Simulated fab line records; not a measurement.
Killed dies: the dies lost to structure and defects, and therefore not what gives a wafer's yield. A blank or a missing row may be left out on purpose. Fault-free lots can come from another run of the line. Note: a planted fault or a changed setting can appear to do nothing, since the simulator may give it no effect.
fab line records | flow gf180mcu | part 2 of 2: steps 25 to 35 of 35
[record] lots = 5 | wafers = 15 | lastDay = 34
route steps=602 shown MIM@518 M5@526 V5@540
lots that met no fault: from a run of the same line without faults
startH: hours from the record's opening day to when the first of the lot's shown wafers began | waitH: hours elapsed since this lot's preceding step | " repeats the value in the row above | L1.1+2: one row covering several wafers at once | - either no value or no given start | * or withheld: withheld | < > ~ a bound
route shown NAME@n: NAME is a module with steps in the file, n the number in the route of the first one | usual: the fault-free wafers' mean and standard deviation | same: alike in all rows | chamber/n: place in a boat | sites: the reading at each site | _std_site: standard deviation of those values | _edge_site: outer sites' mean less inner sites' | radiusMm: how far each site lies from the wafer's centre | mask NAME#n: copy n | behind: the most recent tool/chamber to have shaped the wafer | hold: reason for holding the lot/hours on hold/outcome of the hold | device: the n, p or np transistor that did not switch | end of line: the tests these same wafers got at the end of their route | step lacking rows: just its recipe | killed: at the first sort, the dies lost to defects and structure; wafer yield is something else | map: a wafer's dies, marking killed ones x, the rest . and places with no die _
set.NAME: the setting that was run; set.NAME@STEP: the one run at that earlier step | model.NAME: the simulator's own value behind a step, which no gauge read
lots at some steps of the route; a table a step, a row a wafer
services: from which hour (startH, from the record's first day; less than 0 if before it) a tool's chamber was out of use, for how many hours, and why
[[steps]]
[step GF_V5_CVD_02]
[recipe] material = SiO2 | targetThkNm = 1450 | precursor = TEOS | tempC = 400 | timeS = 163.28 | rfW = 600
[usual] heaterPowerW = 699/130
lot.wafer | tool     | chamber | startH | waitH | heaterPowerW
L074.1    | pecvd-03 | 1       | 609.11 | 0.1   | 634
L074.5    | "        | 1       | "      | "     | 685
L074.6    | "        | 2       | "      | "     | 710
L088.1    | pecvd-02 | 1       | 718.82 | 0.1   | 1019
L088.4    | "        | 1       | "      | "     | 853
L088.5    | "        | 0       | "      | "     | 607
L093.1    | pecvd-02 | 2       | 741.67 | 0.1   | 610
L093.3    | "        | 0       | "      | "     | 746
L093.5    | "        | 2       | "      | "     | 482
L095.2    | pecvd-01 | 2       | 752.20 | 0.0   | 701
L095.4    | "        | 1       | "      | "     | 698
L095.6    | "        | 2       | "      | "     | 785
L097.1    | pecvd-03 | 2       | 761.69 | 0.1   | 696
L097.5    | "        | 0       | "      | "     | 615
L097.6    | "        | 2       | "      | "     | 580
[step GF_V5_THK_MEAS_03]
[recipe] reads = SiO2_of_V5_CVD_02
[usual] V5_CVD_02_THK = 1447/19
lot.wafer | tool         | chamber | startH | waitH | V5_CVD_02_THK[nm]
L074.1    | filmMetro-02 | -       | 609.22 | 0.1   | 1426
L074.5    | "            | -       | "      | "     | 1435
L074.6    | "            | -       | "      | "     | 1428
L088.1    | filmMetro-02 | -       | 718.93 | 0.1   | 1441
L088.4    | "            | -       | "      | "     | 1445
L088.5    | "            | -       | "      | "     | 1462
L093.1    | filmMetro-03 | -       | 741.78 | 0.1   | 1433
L093.3    | "            | -       | "      | "     | 1443
L093.5    | "            | -       | "      | "     | 1453
L095.2    | filmMetro-04 | -       | 752.32 | 0.1   | 1440
L095.4    | "            | -       | "      | "     | 1458
L095.6    | "            | -       | "      | "     | 1476
L097.1    | filmMetro-02 | -       | 761.80 | 0.1   | 1442
L097.5    | "            | -       | "      | "     | 1452
L097.6    | "            | -       | "      | "     | 1473
[step GF_V5_CMP_04]
[recipe] material = SiO2 | downForcePsi = 4 | platenRpm = 60 | padVelocityMS = 0.94248
[usual] motorCurrentA = 12.1/0.71
lot.wafer | tool   | chamber | startH | waitH | motorCurrentA
L074.1    | cmp-02 | 1       | 609.33 | 0.1   | 10.8
L074.5    | "      | 0       | "      | "     | 11.4
L074.6    | "      | 1       | "      | "     | 10.9
L088.4    | cmp-01 | 0       | 718.99 | 0.0   | 12.0
L088.1    | "      | 3       | "      | "     | 12.3
L088.5    | "      | 1       | "      | "     | 12.3
L093.3    | cmp-01 | 2       | 741.84 | 0.0   | 12.0
L093.1    | "      | 0       | "      | "     | 11.5
L093.5    | "      | 2       | "      | "     | 12.5
L095.2    | cmp-01 | 3       | 752.47 | 0.1   | 12.4
L095.4    | "      | 0       | "      | "     | 12.0
L095.6    | "      | 2       | "      | "     | 12.0
L097.1    | cmp-01 | 0       | 761.86 | 0.1   | 11.5
L097.5    | "      | 0       | "      | "     | 12.3
L097.6    | "      | 1       | "      | "     | 12.5
[step GF_V5_BOW_MEAS_05]
[recipe] mode = bow
[usual] V5_BOW = 132/9.1
lot.wafer | tool         | chamber | startH | waitH | V5_BOW[um]
L074.1    | filmMetro-03 | -       | 609.58 | 0.2   | 136
L074.5    | "            | -       | "      | "     | 126
L074.6    | "            | -       | "      | "     | 136
L088.1    | filmMetro-02 | -       | 719.29 | 0.1   | 143
L088.4    | "            | -       | "      | "     | 158
L088.5    | "            | -       | "      | "     | 134
L093.1    | filmMetro-03 | -       | 742.14 | 0.1   | 131
L093.3    | "            | -       | "      | "     | 121
L093.5    | "            | -       | "      | "     | 129
L095.2    | filmMetro-04 | -       | 752.69 | 0.2   | 144
L095.4    | "            | -       | "      | "     | 132
L095.6    | "            | -       | "      | "     | 138
L097.1    | filmMetro-04 | -       | 762.16 | 0.2   | 126
L097.5    | "            | -       | "      | "     | 114
L097.6    | "            | -       | "      | "     | 117
[step GF_V5_DEHYDRATE_06]
[recipe] tempC = 200 | timeS = 60
[usual] exhaustPa = 45.3/0.94 | plateTempC = 199.95/0.16
lot.wafer | tool          | chamber | startH | waitH | exhaustPa | plateTempC
L074.1    | lithoTrack-03 | 0       | 618.78 | 9.2   | 45.7      | 199.68
L074.5    | "             | 0       | "      | "     | 47.1      | 199.76
L074.6    | "             | 0       | "      | "     | 45.9      | 199.73
L088.1    | lithoTrack-02 | 0       | 726.93 | 7.6   | 45.1      | 199.89
L088.4    | "             | 0       | "      | "     | 45.5      | 199.74
L088.5    | "             | 0       | "      | "     | 44.4      | 200.13
L093.1    | lithoTrack-04 | 0       | 750.38 | 8.2   | 44.5      | 199.87
L093.3    | "             | 0       | "      | "     | 45.3      | 199.83
L093.5    | "             | 0       | "      | "     | 45.3      | 199.88
L095.2    | lithoTrack-04 | 0       | 759.66 | 7.0   | 47.6      | 199.97
L095.4    | "             | 0       | "      | "     | 47.2      | 200.03
L095.6    | "             | 0       | "      | "     | 46.1      | 199.98
L097.1    | lithoTrack-03 | 0       | 770.03 | 7.8   | 46.7      | 200.02
L097.5    | "             | 0       | "      | "     | 44.4      | 200.35
L097.6    | "             | 0       | "      | "     | 47.7      | 199.90
[step GF_V5_HMDS_07]
[recipe] primeTimeS = 60 | primeTempC = 120
[usual] exhaustPa = 45.0/0.88
lot.wafer | tool          | chamber | startH | waitH | exhaustPa
L074.1    | lithoTrack-03 | 0       | 618.93 | 0.1   | 44.7
L074.5    | "             | 0       | "      | "     | 44.4
L074.6    | "             | 0       | "      | "     | 44.5
L088.1    | lithoTrack-02 | 0       | 727.08 | 0.1   | 45.4
L088.4    | "             | 0       | "      | "     | 45.4
L088.5    | "             | 0       | "      | "     | 44.7
L093.1    | lithoTrack-04 | 0       | 750.53 | 0.1   | 45.0
L093.3    | "             | 0       | "      | "     | 44.9
L093.5    | "             | 0       | "      | "     | 44.7
L095.2    | lithoTrack-04 | 0       | 759.81 | 0.1   | 45.2
L095.4    | "             | 0       | "      | "     | 45.3
L095.6    | "             | 0       | "      | "     | 44.7
L097.1    | lithoTrack-03 | 0       | 770.18 | 0.1   | 45.8
L097.5    | "             | 0       | "      | "     | 45.6
L097.6    | "             | 0       | "      | "     | 44.9
[step GF_V5_COAT_08]
[recipe] resist = BARC | tempC = withheld | timeS = withheld | spinRpm = withheld | resistThkNm = withheld
[usual] exhaustPa = 45.2/0.96
lot.wafer | tool          | chamber | startH | waitH | exhaustPa
L074.1    | lithoTrack-03 | 0       | 619.08 | 0.1   | 43.5
L074.5    | "             | 0       | "      | "     | 42.3
L074.6    | "             | 0       | "      | "     | 44.7
L088.1    | lithoTrack-02 | 0       | 727.23 | 0.1   | 45.4
L088.4    | "             | 0       | "      | "     | 44.9
L088.5    | "             | 0       | "      | "     | 44.6
L093.1    | lithoTrack-04 | 0       | 750.68 | 0.1   | 44.4
L093.3    | "             | 0       | "      | "     | 44.9
L093.5    | "             | 0       | "      | "     | 44.7
L095.2    | lithoTrack-04 | 0       | 759.96 | 0.1   | 46.4
L095.4    | "             | 0       | "      | "     | 45.8
L095.6    | "             | 0       | "      | "     | 45.3
L097.1    | lithoTrack-03 | 0       | 770.33 | 0.1   | 44.8
L097.5    | "             | 0       | "      | "     | 44.8
L097.6    | "             | 0       | "      | "     | 46.1
[step GF_V5_COAT_09]
[recipe] resist = KrF | spinRpm = withheld | resistThkNm = 1000
[usual] exhaustPa = 44.7/0.92
lot.wafer | tool          | chamber | startH | waitH | exhaustPa
L074.1    | lithoTrack-03 | 0       | -      | -     | 45.6
L074.5    | "             | 0       | "      | "     | 45.0
L074.6    | "             | 0       | "      | "     | 44.4
L088.1    | lithoTrack-02 | 0       | -      | -     | 44.1
L088.4    | "             | 0       | "      | "     | 44.2
L088.5    | "             | 0       | "      | "     | 44.9
L093.1    | lithoTrack-04 | 0       | -      | -     | 44.6
L093.3    | "             | 0       | "      | "     | 44.7
L093.5    | "             | 0       | "      | "     | 43.9
L095.2    | lithoTrack-04 | 0       | -      | -     | 45.7
L095.4    | "             | 0       | "      | "     | 44.9
L095.6    | "             | 0       | "      | "     | 45.8
L097.1    | lithoTrack-03 | 0       | -      | -     | 45.8
L097.5    | "             | 0       | "      | "     | 44.6
L097.6    | "             | 0       | "      | "     | 46.5
[step GF_V5_SOFTBAKE_10]
[recipe] tempC = 130 | timeS = 60 | resist = KrF
[usual] exhaustPa = 44.8/0.95 | plateTempC = 130.05/0.15
lot.wafer | tool          | chamber | startH | waitH | exhaustPa | plateTempC
L074.1    | lithoTrack-03 | 0       | -      | -     | 45.0      | 129.81
L074.5    | "             | 0       | "      | "     | 45.3      | 130.21
L074.6    | "             | 0       | "      | "     | 45.8      | 130.13
L088.1    | lithoTrack-02 | 0       | -      | -     | 45.1      | 130.09
L088.4    | "             | 0       | "      | "     | 45.7      | 129.97
L088.5    | "             | 0       | "      | "     | 45.2      | 130.20
L093.1    | lithoTrack-04 | 0       | -      | -     | 43.8      | 130.13
L093.3    | "             | 0       | "      | "     | 44.1      | 130.07
L093.5    | "             | 0       | "      | "     | 43.3      | 130.07
L095.2    | lithoTrack-04 | 0       | -      | -     | 44.2      | 129.75
L095.4    | "             | 0       | "      | "     | 43.7      | 129.88
L095.6    | "             | 0       | "      | "     | 45.3      | 129.61
L097.1    | lithoTrack-03 | 0       | -      | -     | 45.3      | 130.02
L097.5    | "             | 0       | "      | "     | 44.6      | 130.03
L097.6    | "             | 0       | "      | "     | 42.8      | 130.16
[step GF_V5_EXPOSE_11]
[recipe] maskId = Via5 | targetCdNm = 260 | na = 0.68 | sourceShape = conventional | sigmaOuter = 0.6 | doseMj = 38
lot.wafer  | tool          | chamber | startH | waitH | mask
L074.1+5+6 | krfScanner-02 | 0       | -      | -     | Via5#0
L088.1+4+5 | krfScanner-02 | 0       | -      | -     | Via5#0
L093.1+3+5 | krfScanner-01 | 0       | -      | -     | Via5#0
L095.2+4+6 | krfScanner-02 | 0       | -      | -     | Via5#0
L097.1+5+6 | krfScanner-02 | 0       | -      | -     | Via5#0
[step GF_V5_PEB_12]
[recipe] pebTempC = 135 | pebTimeS = 90 | resist = KrF
[usual] exhaustPa = 45.0/0.85 | plateTempC = 134.99/0.13
[same] pebTimeS = 90
lot.wafer | tool          | chamber | startH | waitH | exhaustPa | plateTempC
L074.1    | lithoTrack-03 | 0       | -      | -     | 44.9      | 134.85
L074.5    | "             | 0       | "      | "     | 44.4      | 134.99
L074.6    | "             | 0       | "      | "     | 44.0      | 134.97
L088.1    | lithoTrack-03 | 0       | -      | -     | 45.7      | 135.15
L088.4    | "             | 0       | "      | "     | 44.9      | 135.18
L088.5    | "             | 0       | "      | "     | 44.7      | 134.97
L093.1    | lithoTrack-04 | 0       | -      | -     | 46.0      | 135.24
L093.3    | "             | 0       | "      | "     | 46.2      | 135.21
L093.5    | "             | 0       | "      | "     | 46.3      | 135.17
L095.2    | lithoTrack-03 | 0       | -      | -     | 46.1      | 135.12
L095.4    | "             | 0       | "      | "     | 44.3      | 134.96
L095.6    | "             | 0       | "      | "     | 45.0      | 135.00
L097.1    | lithoTrack-02 | 0       | -      | -     | 44.9      | 134.95
L097.5    | "             | 0       | "      | "     | 44.5      | 135.01
L097.6    | "             | 0       | "      | "     | 45.1      | 134.98
[[services]]
tool            | chamber | startH | hours | kind
ilineStepper-01 | -       | 560.88 | 4.6   | repair
rieDiel-01      | 2       | 561.25 | 13.0  | repair
rieDiel-01      | 3       | 565.54 | 3.6   | repair
wetBench-02     | -       | 565.96 | 3.1   | repair
cmp-01          | -       | 586.23 | 6.6   | repair
krfScanner-02   | -       | 599.01 | 1.3   | pm
plasmaAsher-01  | -       | 620.38 | 3.3   | repair
krfScanner-02   | -       | 628.40 | 1.0   | pm
cmp-01          | -       | 628.41 | 3.7   | pm
cmp-01          | -       | 636.17 | 3.1   | repair
krfScanner-02   | -       | 668.52 | 0.8   | pm
krfScanner-02   | -       | 674.56 | 4.0   | pm
rieDiel-01      | 0       | 676.37 | 6.1   | repair
cmp-01          | -       | 679.01 | 1.4   | repair
wetBench-02     | -       | 683.85 | 8.6   | repair
rieDiel-01      | 0       | 695.00 | 6.5   | repair
ilineStepper-01 | -       | 701.64 | 4.4   | pm
ilineStepper-01 | -       | 717.28 | 7.7   | repair
ilineStepper-01 | -       | 725.02 | 1.7   | pm
hdpcvd-02       | 2       | 729.98 | 6.5   | repair
krfScanner-02   | -       | 738.63 | 0.5   | repair
rieDiel-01      | 0       | 741.63 | 4.5   | repair
krfScanner-02   | -       | 762.35 | 3.6   | pm
krfScanner-02   | -       | 774.91 | 1.3   | pm
